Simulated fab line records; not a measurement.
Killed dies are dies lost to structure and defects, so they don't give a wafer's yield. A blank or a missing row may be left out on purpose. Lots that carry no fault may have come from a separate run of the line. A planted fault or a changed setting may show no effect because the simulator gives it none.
fab line records :: flow sky130
[record]
  lots = 7
  wafers = 21
  lastDay = 50
route steps=708 shown LDD_N@237 PAD_OPEN@708
lots that met no fault: from a run of the same line without faults
startH: hours from the record's opening day to when the first of the lot's shown wafers began :: waitH: hours elapsed since this lot's preceding step :: " identical to the entry in the row above :: L1.1+2: a single row standing in for several wafers :: - value missing, or start not given :: * or withheld: withheld :: < > ~ a bound
route shown NAME@n: names a module that has steps shown in the file, with the first one's number in the route :: usual: the fault-free wafers' mean and standard deviation :: same: alike in all rows :: chamber/n: place in a boat :: sites: each site's reading :: _std_site: the values' standard deviation :: _edge_site: outer sites' mean less inner sites' :: radiusMm: for every site, how far away it sits from the centre of the wafer :: mask NAME#n: copy n :: behind: tool/chamber where the wafer was last shaped :: hold: why the lot went on hold/how many hours it stayed there/how the hold came to an end :: device: transistor that didn't switch, given as n, p or np :: end of line: the tests these same wafers got at the end of their route :: a step with no rows: only its recipe :: killed: dies lost to structure and defects at the first sort, not the wafer's yield :: map: a wafer's dies, marking killed ones x, the rest . and places with no die _
set.NAME: the setting the step ran with; set.NAME@STEP: the setting that earlier step ran with :: model.NAME: the simulator's own value behind a step, which no gauge read
lots seen at some steps along the route; tables by step, rows by wafer
services: from which hour (startH, from the record's first day; less than 0 if before it) a tool's chamber was out of use, for how many hours, and why
[[steps]]
[step SKY_LDD_N_DEHYDRATE_00]
[recipe]
  tempC = 200
  timeS = 60
[step SKY_LDD_N_HMDS_01]
[recipe]
  primeTimeS = 60
  primeTempC = 120
[step SKY_LDD_N_COAT_02]
[recipe]
  resist = NOVOLAK
  spinRpm = 3000
  resistThkNm = 300
[step SKY_LDD_N_SOFTBAKE_03]
[recipe]
  tempC = 90
  timeS = 60
  resist = NOVOLAK
[step SKY_LDD_N_EXPOSE_04]
[recipe]
  maskId = NTM
  targetCdNm = 840
  na = 0.6
  sourceShape = conventional
  sigmaOuter = 0.6
  doseMj = 110
[step SKY_LDD_N_PEB_05]
[recipe]
  tempC = withheld
  timeS = *
  resist = NOVOLAK
[step SKY_LDD_N_DEVELOP_06]
[recipe]
  developTimeS = 60
  devTempC = 23
[step SKY_LDD_N_OVL_MEAS_07]
[usual]
  LDD_N_OVL = -0.1/1.3
lot.wafer: L668.1
tool: overlay-02
chamber: -
startH: 415.59
waitH: 0.1
LDD_N_OVL[nm]: -1.2

lot.wafer: L668.4
tool: overlay-02
chamber: -
startH: 415.59
waitH: 0.1
LDD_N_OVL[nm]: -1.5

lot.wafer: L668.5
tool: overlay-02
chamber: -
startH: 415.59
waitH: 0.1
LDD_N_OVL[nm]: -0.4

lot.wafer: L677.4
tool: overlay-02
chamber: -
startH: 499.26
waitH: 0.1
LDD_N_OVL[nm]: 0.5

lot.wafer: L677.5
tool: overlay-02
chamber: -
startH: 499.26
waitH: 0.1
LDD_N_OVL[nm]: 1.8

lot.wafer: L677.6
tool: overlay-02
chamber: -
startH: 499.26
waitH: 0.1
LDD_N_OVL[nm]: 1.9

lot.wafer: L679.1
tool: overlay-01
chamber: -
startH: 520.84
waitH: 0.1
LDD_N_OVL[nm]: 0.1

lot.wafer: L679.2
tool: overlay-01
chamber: -
startH: 520.84
waitH: 0.1
LDD_N_OVL[nm]: -1.0

lot.wafer: L679.5
tool: overlay-01
chamber: -
startH: 520.84
waitH: 0.1
LDD_N_OVL[nm]: 0.1

lot.wafer: L680.1
tool: overlay-01
chamber: -
startH: 528.39
waitH: 0.1
LDD_N_OVL[nm]: -0.3

lot.wafer: L680.4
tool: overlay-01
chamber: -
startH: 528.39
waitH: 0.1
LDD_N_OVL[nm]: 0.6

lot.wafer: L680.6
tool: overlay-01
chamber: -
startH: 528.39
waitH: 0.1
LDD_N_OVL[nm]: 0.0

lot.wafer: L681.1
tool: overlay-02
chamber: -
startH: 537.34
waitH: 0.1
LDD_N_OVL[nm]: -1.7

lot.wafer: L681.2
tool: overlay-02
chamber: -
startH: 537.34
waitH: 0.1
LDD_N_OVL[nm]: -1.8

lot.wafer: L681.3
tool: overlay-02
chamber: -
startH: 537.34
waitH: 0.1
LDD_N_OVL[nm]: -2.8

lot.wafer: L682.4
tool: overlay-01
chamber: -
startH: 547.11
waitH: 0.1
LDD_N_OVL[nm]: -0.3

lot.wafer: L682.5
tool: overlay-01
chamber: -
startH: 547.11
waitH: 0.1
LDD_N_OVL[nm]: 1.3

lot.wafer: L682.6
tool: overlay-01
chamber: -
startH: 547.11
waitH: 0.1
LDD_N_OVL[nm]: 0.5

lot.wafer: L689.2
tool: overlay-02
chamber: -
startH: 599.20
waitH: 0.1
LDD_N_OVL[nm]: 1.2

lot.wafer: L689.4
tool: overlay-02
chamber: -
startH: 599.20
waitH: 0.1
LDD_N_OVL[nm]: 1.4

lot.wafer: L689.6
tool: overlay-02
chamber: -
startH: 599.20
waitH: 0.1
LDD_N_OVL[nm]: 0.3
[step SKY_LDD_N_IMPLANT_08]
[recipe]
  species = As
  energyKev = 20
  doseCm2 = 7.5e+13
  tiltDeg = withheld
  rotationDeg = 23
[step SKY_LDD_N_IMPLANT_09]
[recipe]
  species = As
  energyKev = 20
  doseCm2 = 7.5e+13
  tiltDeg = withheld
  rotationDeg = 113
[step SKY_LDD_N_IMPLANT_10]
[recipe]
  species = As
  energyKev = 20
  doseCm2 = 7.5e+13
  tiltDeg = withheld
  rotationDeg = 203
[step SKY_LDD_N_IMPLANT_11]
[recipe]
  species = As
  energyKev = 20
  doseCm2 = 7.5e+13
  tiltDeg = withheld
  rotationDeg = 293
[step SKY_LDD_N_IMPLANT_12]
[recipe]
  species = BF2
  energyKev = 50
  doseCm2 = 5e+12
  tiltDeg = 30
  rotationDeg = 0
[usual]
  beamEnergyKeV = 50.003/0.014
lot.wafer: L668.1
tool: implanter-01
chamber: 0
startH: 416.23
waitH: 0.1
beamEnergyKeV: 50.023
model.implant.rpNm: 32.84
model.implant.drpNm: 18.83

lot.wafer: L668.4
tool: implanter-01
chamber: 0
startH: 416.23
waitH: 0.1
beamEnergyKeV: 49.988
model.implant.rpNm: 32.84
model.implant.drpNm: 18.83

lot.wafer: L668.5
tool: implanter-01
chamber: 0
startH: 416.23
waitH: 0.1
beamEnergyKeV: 49.989
model.implant.rpNm: 32.84
model.implant.drpNm: 18.83

lot.wafer: L677.4
tool: implanter-01
chamber: 0
startH: 499.95
waitH: 0.1
beamEnergyKeV: 50.013
model.implant.rpNm: 32.38
model.implant.drpNm: 18.83

lot.wafer: L677.5
tool: implanter-01
chamber: 0
startH: 499.95
waitH: 0.1
beamEnergyKeV: 49.999
model.implant.rpNm: 32.38
model.implant.drpNm: 18.83

lot.wafer: L677.6
tool: implanter-01
chamber: 0
startH: 499.95
waitH: 0.1
beamEnergyKeV: 50.010
model.implant.rpNm: 32.38
model.implant.drpNm: 18.83

lot.wafer: L679.1
tool: implanter-01
chamber: 0
startH: 521.47
waitH: 0.1
beamEnergyKeV: 50.019
model.implant.rpNm: 31.85
model.implant.drpNm: 18.83

lot.wafer: L679.2
tool: implanter-01
chamber: 0
startH: 521.47
waitH: 0.1
beamEnergyKeV: 50.001
model.implant.rpNm: 31.85
model.implant.drpNm: 18.83

lot.wafer: L679.5
tool: implanter-01
chamber: 0
startH: 521.47
waitH: 0.1
beamEnergyKeV: 49.998
model.implant.rpNm: 31.85
model.implant.drpNm: 18.83

lot.wafer: L680.1
tool: implanter-01
chamber: 0
startH: 529.03
waitH: 0.1
beamEnergyKeV: 37.566
model.implant.rpNm: 24.64
model.implant.drpNm: 15.38

lot.wafer: L680.4
tool: implanter-01
chamber: 0
startH: 529.03
waitH: 0.1
beamEnergyKeV: 37.595
model.implant.rpNm: 24.64
model.implant.drpNm: 15.38

lot.wafer: L680.6
tool: implanter-01
chamber: 0
startH: 529.03
waitH: 0.1
beamEnergyKeV: 37.591
model.implant.rpNm: 24.64
model.implant.drpNm: 15.38

lot.wafer: L681.1
tool: implanter-01
chamber: 0
startH: 537.98
waitH: 0.1
beamEnergyKeV: 37.580
model.implant.rpNm: 25.24
model.implant.drpNm: 15.38

lot.wafer: L681.2
tool: implanter-01
chamber: 0
startH: 537.98
waitH: 0.1
beamEnergyKeV: 37.604
model.implant.rpNm: 25.24
model.implant.drpNm: 15.38

lot.wafer: L681.3
tool: implanter-01
chamber: 0
startH: 537.98
waitH: 0.1
beamEnergyKeV: 37.589
model.implant.rpNm: 25.24
model.implant.drpNm: 15.38

lot.wafer: L682.4
tool: implanter-01
chamber: 0
startH: 547.80
waitH: 0.1
beamEnergyKeV: 37.570
model.implant.rpNm: 25.4
model.implant.drpNm: 15.38

lot.wafer: L682.5
tool: implanter-01
chamber: 0
startH: 547.80
waitH: 0.1
beamEnergyKeV: 37.581
model.implant.rpNm: 25.4
model.implant.drpNm: 15.38

lot.wafer: L682.6
tool: implanter-01
chamber: 0
startH: 547.80
waitH: 0.1
beamEnergyKeV: 37.586
model.implant.rpNm: 25.4
model.implant.drpNm: 15.38

lot.wafer: L689.2
tool: implanter-02
chamber: 0
startH: 599.86
waitH: 0.1
beamEnergyKeV: 50.017
model.implant.rpNm: 32.66
model.implant.drpNm: 18.83

lot.wafer: L689.4
tool: implanter-02
chamber: 0
startH: 599.86
waitH: 0.1
beamEnergyKeV: 50.010
model.implant.rpNm: 32.66
model.implant.drpNm: 18.83

lot.wafer: L689.6
tool: implanter-02
chamber: 0
startH: 599.86
waitH: 0.1
beamEnergyKeV: 50.018
model.implant.rpNm: 32.66
model.implant.drpNm: 18.83
[step SKY_LDD_N_IMPLANT_13]
[recipe]
  species = BF2
  energyKev = 50
  doseCm2 = 5e+12
  tiltDeg = 30
  rotationDeg = 90
[step SKY_PAD_OPEN_PROBE_99]
[usual]
  killed_at_M0_to_M3 = 43/7.3
  killed_at_M4_up = 3.1/1.8
  killedAtContacts = 24/5.4
  killedAtFrontEnd = 15/4.1
  killedAtOther = 0.2/0.52
  killedDies = 86/10
  killedOpen = 47/7.3
  killedShort = 39/6.4
[same]
  grossDies = 492
  killedAtBackSide = 0
lot.wafer: L668.1
tool: prober-01
chamber: -
startH: 1082.82
waitH: 0.1
killed_at_M0_to_M3: 40
killed_at_M4_up: 3
killedAtContacts: 31
killedAtFrontEnd: 7
killedAtOther: 0
killedDies: 81
killedOpen: 47
killedShort: 34
model.etest.nfet_01v8_lvt.vtSatV: 0.5442
model.etest.nfet_01v8.vtSatV: 0.6506

lot.wafer: L668.4
tool: prober-01
chamber: -
startH: 1082.97
waitH: 0.2
killed_at_M0_to_M3: 44
killed_at_M4_up: 4
killedAtContacts: 24
killedAtFrontEnd: 11
killedAtOther: 0
killedDies: 83
killedOpen: 50
killedShort: 33
model.etest.nfet_01v8_lvt.vtSatV: 0.5397
model.etest.nfet_01v8.vtSatV: 0.6498

lot.wafer: L668.5
tool: prober-01
chamber: -
startH: 1083.02
waitH: 0.2
killed_at_M0_to_M3: 48
killed_at_M4_up: 1
killedAtContacts: 28
killedAtFrontEnd: 20
killedAtOther: 0
killedDies: 97
killedOpen: 52
killedShort: 45
model.etest.nfet_01v8_lvt.vtSatV: 0.5324
model.etest.nfet_01v8.vtSatV: 0.6418

lot.wafer: L677.4
tool: prober-02
chamber: -
startH: 1142.25
waitH: 0.2
killed_at_M0_to_M3: 43
killed_at_M4_up: 3
killedAtContacts: 27
killedAtFrontEnd: 10
killedAtOther: 0
killedDies: 83
killedOpen: 49
killedShort: 34
model.etest.nfet_01v8_lvt.vtSatV: 0.5225
model.etest.nfet_01v8.vtSatV: 0.6367

lot.wafer: L677.5
tool: prober-02
chamber: -
startH: 1142.30
waitH: 0.2
killed_at_M0_to_M3: 38
killed_at_M4_up: 3
killedAtContacts: 23
killedAtFrontEnd: 14
killedAtOther: 0
killedDies: 78
killedOpen: 40
killedShort: 38
model.etest.nfet_01v8_lvt.vtSatV: 0.5319
model.etest.nfet_01v8.vtSatV: 0.639

lot.wafer: L677.6
tool: prober-02
chamber: -
startH: 1142.35
waitH: 0.2
killed_at_M0_to_M3: 35
killed_at_M4_up: 2
killedAtContacts: 38
killedAtFrontEnd: 15
killedAtOther: 0
killedDies: 90
killedOpen: 43
killedShort: 47
model.etest.nfet_01v8_lvt.vtSatV: 0.5267
model.etest.nfet_01v8.vtSatV: 0.6366

lot.wafer: L679.1
tool: prober-02
chamber: -
startH: 1151.97
waitH: 0.1
killed_at_M0_to_M3: 41
killed_at_M4_up: 3
killedAtContacts: 24
killedAtFrontEnd: 15
killedAtOther: 0
killedDies: 83
killedOpen: 50
killedShort: 33
model.etest.nfet_01v8_lvt.vtSatV: 0.5292
model.etest.nfet_01v8.vtSatV: 0.64

lot.wafer: L679.2
tool: prober-02
chamber: -
startH: 1152.02
waitH: 0.1
killed_at_M0_to_M3: 30
killed_at_M4_up: 2
killedAtContacts: 20
killedAtFrontEnd: 18
killedAtOther: 0
killedDies: 70
killedOpen: 30
killedShort: 40
model.etest.nfet_01v8_lvt.vtSatV: 0.5253
model.etest.nfet_01v8.vtSatV: 0.6383

lot.wafer: L679.5
tool: prober-02
chamber: -
startH: 1152.17
waitH: 0.2
killed_at_M0_to_M3: 51
killed_at_M4_up: 5
killedAtContacts: 15
killedAtFrontEnd: 12
killedAtOther: 0
killedDies: 83
killedOpen: 34
killedShort: 49
model.etest.nfet_01v8_lvt.vtSatV: 0.5318
model.etest.nfet_01v8.vtSatV: 0.6401

lot.wafer: L680.1
tool: prober-01
chamber: -
startH: 1157.40
waitH: 0.1
killed_at_M0_to_M3: 44
killed_at_M4_up: 3
killedAtContacts: 23
killedAtFrontEnd: 19
killedAtOther: 0
killedDies: 89
killedOpen: 45
killedShort: 43
model.etest.nfet_01v8_lvt.vtSatV: 0.5239
model.etest.nfet_01v8.vtSatV: 0.6388

lot.wafer: L680.4
tool: prober-01
chamber: -
startH: 1157.55
waitH: 0.2
killed_at_M0_to_M3: 39
killed_at_M4_up: 1
killedAtContacts: 23
killedAtFrontEnd: 15
killedAtOther: 0
killedDies: 78
killedOpen: 42
killedShort: 36
model.etest.nfet_01v8_lvt.vtSatV: 0.5148
model.etest.nfet_01v8.vtSatV: 0.6287

lot.wafer: L680.6
tool: prober-01
chamber: -
startH: 1157.65
waitH: 0.2
killed_at_M0_to_M3: 39
killed_at_M4_up: 3
killedAtContacts: 29
killedAtFrontEnd: 32
killedAtOther: 0
killedDies: 103
killedOpen: 51
killedShort: 51
model.etest.nfet_01v8_lvt.vtSatV: 0.5241
model.etest.nfet_01v8.vtSatV: 0.6393

lot.wafer: L681.1
tool: prober-02
chamber: -
startH: 1165.55
waitH: 0.1
killed_at_M0_to_M3: 45
killed_at_M4_up: 1
killedAtContacts: 24
killedAtFrontEnd: 11
killedAtOther: 0
killedDies: 81
killedOpen: 44
killedShort: 37
model.etest.nfet_01v8_lvt.vtSatV: 0.5011
model.etest.nfet_01v8.vtSatV: 0.619

lot.wafer: L681.2
tool: prober-02
chamber: -
startH: 1165.60
waitH: 0.1
killed_at_M0_to_M3: 43
killed_at_M4_up: 4
killedAtContacts: 15
killedAtFrontEnd: 12
killedAtOther: 0
killedDies: 74
killedOpen: 39
killedShort: 35
model.etest.nfet_01v8_lvt.vtSatV: 0.5023
model.etest.nfet_01v8.vtSatV: 0.6209

lot.wafer: L681.3
tool: prober-02
chamber: -
startH: 1165.65
waitH: 0.2
killed_at_M0_to_M3: 49
killed_at_M4_up: 4
killedAtContacts: 24
killedAtFrontEnd: 9
killedAtOther: 1
killedDies: 87
killedOpen: 55
killedShort: 32
model.etest.nfet_01v8_lvt.vtSatV: 0.4938
model.etest.nfet_01v8.vtSatV: 0.6167

lot.wafer: L682.4
tool: prober-01
chamber: -
startH: 1168.87
waitH: 0.2
killed_at_M0_to_M3: 34
killed_at_M4_up: 3
killedAtContacts: 19
killedAtFrontEnd: 15
killedAtOther: 0
killedDies: 71
killedOpen: 39
killedShort: 32
model.etest.nfet_01v8_lvt.vtSatV: 0.5297
model.etest.nfet_01v8.vtSatV: 0.6531

lot.wafer: L682.5
tool: prober-01
chamber: -
startH: 1168.92
waitH: 0.2
killed_at_M0_to_M3: 55
killed_at_M4_up: 5
killedAtContacts: 24
killedAtFrontEnd: 14
killedAtOther: 0
killedDies: 98
killedOpen: 52
killedShort: 46
model.etest.nfet_01v8_lvt.vtSatV: 0.5242
model.etest.nfet_01v8.vtSatV: 0.6486

lot.wafer: L682.6
tool: prober-01
chamber: -
startH: 1168.97
waitH: 0.2
killed_at_M0_to_M3: 43
killed_at_M4_up: 2
killedAtContacts: 25
killedAtFrontEnd: 11
killedAtOther: 1
killedDies: 82
killedOpen: 47
killedShort: 35
model.etest.nfet_01v8_lvt.vtSatV: 0.5225
model.etest.nfet_01v8.vtSatV: 0.6469

lot.wafer: L689.2
tool: prober-02
chamber: -
startH: 1195.56
waitH: 0.1
killed_at_M0_to_M3: 41
killed_at_M4_up: 1
killedAtContacts: 21
killedAtFrontEnd: 9
killedAtOther: 2
killedDies: 74
killedOpen: 36
killedShort: 38
model.etest.nfet_01v8_lvt.vtSatV: 0.5356
model.etest.nfet_01v8.vtSatV: 0.6441

lot.wafer: L689.4
tool: prober-02
chamber: -
startH: 1195.66
waitH: 0.2
killed_at_M0_to_M3: 42
killed_at_M4_up: 2
killedAtContacts: 19
killedAtFrontEnd: 9
killedAtOther: 0
killedDies: 72
killedOpen: 39
killedShort: 33
model.etest.nfet_01v8_lvt.vtSatV: 0.5341
model.etest.nfet_01v8.vtSatV: 0.6411

lot.wafer: L689.6
tool: prober-02
chamber: -
startH: 1195.76
waitH: 0.2
killed_at_M0_to_M3: 40
killed_at_M4_up: 3
killedAtContacts: 28
killedAtFrontEnd: 14
killedAtOther: 0
killedDies: 85
killedOpen: 47
killedShort: 38
model.etest.nfet_01v8_lvt.vtSatV: 0.5356
model.etest.nfet_01v8.vtSatV: 0.6384
// killed by level:class
L668.1 VIA1:geometricParticle:open=12 LI_CONTACT:geometricParticle:open=9 CONTACT:geometricParticle:short=8 CONTACT:geometricParticle:open=8 METAL1:geometricParticle:short=7 VIA2:geometricParticle:open=6 VIA3:geometricParticle:open=5 METAL2:geometricParticle:short=4
L668.4 VIA1:geometricParticle:open=10 VIA3:geometricParticle:open=9 LI_CONTACT:geometricParticle:open=8 CONTACT:geometricParticle:open=7 VIA2:geometricParticle:open=7 CONTACT:geometricParticle:short=6 METAL1:geometricParticle:short=5 METAL2:geometricParticle:short=5
L668.5 CONTACT:geometricParticle:open=12 LI_CONTACT:geometricParticle:open=10 METAL1:geometricParticle:short=8 METAL2:geometricParticle:short=7 VIA2:geometricParticle:open=7 VIA1:geometricParticle:open=7 FIELD_ISO:geometricParticle:open=4 SPACER:geometricParticle:short=4
L677.4 VIA3:geometricParticle:open=10 CONTACT:geometricParticle:open=9 VIA2:geometricParticle:open=8 LI_CONTACT:geometricParticle:open=7 CONTACT:geometricParticle:short=6 VIA1:geometricParticle:open=5 METAL2:geometricParticle:short=5 VIA2:geometricParticle:short=5
L677.5 LI_CONTACT:geometricParticle:open=9 VIA1:geometricParticle:open=8 CONTACT:geometricParticle:open=6 VIA2:geometricParticle:open=6 FIELD_ISO:geometricParticle:short=5 METAL1:geometricParticle:short=5 VIA1:geometricParticle:short=5 LOCAL_INTERCONNECT:geometricParticle:short=4
L677.6 CONTACT:geometricParticle:open=13 METAL1:geometricParticle:short=9 CONTACT:geometricParticle:short=7 FIELD_ISO:geometricParticle:short=6 LOCAL_INTERCONNECT:geometricParticle:short=6 VIA2:geometricParticle:open=6 LI_CONTACT:geometricParticle:open=5 VIA1:geometricParticle:open=5
L679.1 VIA3:geometricParticle:open=12 CONTACT:geometricParticle:open=9 VIA2:geometricParticle:open=8 LI_CONTACT:geometricParticle:open=7 FIELD_ISO:geometricParticle:open=6 VIA1:geometricParticle:short=5 METAL2:geometricParticle:short=4 LI_CONTACT:geometricParticle:short=3
L679.2 CONTACT:geometricParticle:short=7 FIELD_ISO:geometricParticle:short=6 VIA1:geometricParticle:open=6 LOCAL_INTERCONNECT:geometricParticle:short=6 VIA3:geometricParticle:open=5 POLY_GATE:geometricParticle:open=4 CONTACT:geometricParticle:open=4 VIA1:geometricParticle:short=4
L679.5 VIA2:geometricParticle:open=7 VIA3:geometricParticle:open=7 VIA3:geometricParticle:short=7 CONTACT:geometricParticle:open=6 METAL1:geometricParticle:short=6 VIA1:geometricParticle:short=6 METAL4:geometricParticle:short=5 METAL2:geometricParticle:short=5
L680.1 LI_CONTACT:geometricParticle:open=8 VIA2:geometricParticle:open=8 METAL1:geometricParticle:short=7 FIELD_ISO:geometricParticle:open=6 VIA1:geometricParticle:open=6 VIA1:geometricParticle:short=5 POLY_GATE:geometricParticle:open=5 CONTACT:geometricParticle:short=5
L680.4 CONTACT:geometricParticle:open=12 METAL1:geometricParticle:short=8 VIA1:geometricParticle:open=7 LI_CONTACT:geometricParticle:open=6 VIA2:geometricParticle:open=6 FIELD_ISO:geometricParticle:open=5 METAL2:geometricParticle:short=5 VIA3:geometricParticle:open=4
L680.6 FIELD_ISO:geometricParticle:short=13 FIELD_ISO:geometricParticle:open=9 LI_CONTACT:geometricParticle:open=9 CONTACT:geometricParticle:open=8 CONTACT:geometricParticle:short=7 VIA1:geometricParticle:open=7 VIA3:geometricParticle:open=6 VIA1:geometricParticle:short=5
L681.1 VIA1:geometricParticle:open=13 CONTACT:geometricParticle:open=7 METAL1:geometricParticle:short=7 VIA3:geometricParticle:open=7 LI_CONTACT:geometricParticle:open=6 CONTACT:geometricParticle:short=5 METAL2:geometricParticle:short=5 POLY_GATE:geometricParticle:short=4
L681.2 METAL2:geometricParticle:short=10 CONTACT:geometricParticle:open=8 VIA1:geometricParticle:short=7 VIA2:geometricParticle:open=6 VIA1:geometricParticle:open=6 VIA3:geometricParticle:open=5 LI_CONTACT:geometricParticle:open=5 METAL4:geometricParticle:short=4
L681.3 CONTACT:geometricParticle:open=12 VIA1:geometricParticle:open=10 METAL2:geometricParticle:short=10 LI_CONTACT:geometricParticle:open=8 VIA1:geometricParticle:short=7 VIA2:geometricParticle:open=6 VIA3:geometricParticle:open=4 FIELD_ISO:geometricParticle:open=3
L682.4 CONTACT:geometricParticle:open=8 VIA2:geometricParticle:open=7 VIA1:geometricParticle:open=7 FIELD_ISO:geometricParticle:short=6 LI_CONTACT:geometricParticle:open=6 VIA1:geometricParticle:short=4 METAL2:geometricParticle:short=4 VIA3:geometricParticle:open=4
L682.5 VIA1:geometricParticle:open=13 CONTACT:geometricParticle:open=9 METAL1:geometricParticle:short=7 VIA1:geometricParticle:short=7 VIA3:geometricParticle:open=7 LI_CONTACT:geometricParticle:open=6 VIA3:geometricParticle:short=6 CONTACT:geometricParticle:short=5
L682.6 VIA1:geometricParticle:open=10 VIA2:geometricParticle:open=10 CONTACT:geometricParticle:open=6 LI_CONTACT:geometricParticle:open=5 LOCAL_INTERCONNECT:geometricParticle:short=5 CONTACT:geometricParticle:short=5 FIELD_ISO:geometricParticle:short=3 FIELD_ISO:geometricParticle:open=3
L689.2 LI_CONTACT:geometricParticle:open=9 CONTACT:geometricParticle:open=8 METAL1:geometricParticle:short=8 VIA1:geometricParticle:open=5 VIA1:geometricParticle:short=5 METAL3:geometricParticle:short=5 FIELD_ISO:geometricParticle:short=3 VIA3:geometricParticle:open=3
L689.4 VIA2:geometricParticle:open=10 VIA1:geometricParticle:open=9 CONTACT:geometricParticle:open=6 METAL2:geometricParticle:short=6 METAL3:geometricParticle:short=4 FIELD_ISO:geometricParticle:short=4 VIA2:geometricParticle:short=4 CONTACT:geometricParticle:short=4
L689.6 CONTACT:geometricParticle:open=12 VIA2:geometricParticle:open=10 LI_CONTACT:geometricParticle:open=7 VIA1:geometricParticle:open=7 CONTACT:geometricParticle:short=5 METAL2:geometricParticle:short=5 FIELD_ISO:geometricParticle:short=4 METAL1:geometricParticle:short=4
[[services]]
tool: implanter-02
chamber: -
startH: 394.73
hours: 6.7
kind: pm

tool: implanter-01
chamber: -
startH: 456.49
hours: 6.4
kind: repair

tool: implanter-02
chamber: -
startH: 510.49
hours: 1.0
kind: repair

tool: implanter-01
chamber: -
startH: 522.30
hours: 2.5
kind: repair

tool: implanter-02
chamber: -
startH: 539.66
hours: 1.3
kind: repair
[[key]]
[firstSign]
  step = SKY_LDD_N_IMPLANT_12
  reading = beamEnergyKeV
  direction = down
  sigmas = 99+
  usual = *
  struck = *
effect none on later readings
[modelEffect]
  step = SKY_LDD_N_IMPLANT_12
  value = implant.rpNm
  without = 32.32
  struck = 25.09
[modelEffect]
  step = SKY_PAD_OPEN_PROBE_99
  value = etest.nfet_01v8_lvt.vtSatV
  without = 0.5382
  struck = 0.5152
metAt SKY_LDD_N_IMPLANT_12
struckWafers L680.1,L680.4,L680.6,L681.1,L681.2,L681.3,L682.4,L682.5,L682.6
testerLeftOut L680,L681,L682
onsetBetween 521.47 529.03
[fault]
  kind = processParameterDrift
  tool = implanter-01
  chamber = -
  onsetH = 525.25
  steps = SKY_LDD_N_IMPLANT_12
  channel = energyKev
  offset = *
  shape = step
  endH = 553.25
  actsIn = *
  stated = *
// testerLeftOut: of these lots the tester's yield and bins aren't shown, on N5 and GAA mostly nor the transistor test; their killed dies are dies lost to structure and defects alone, not to doping, threshold or leakage, so they don't give the yield
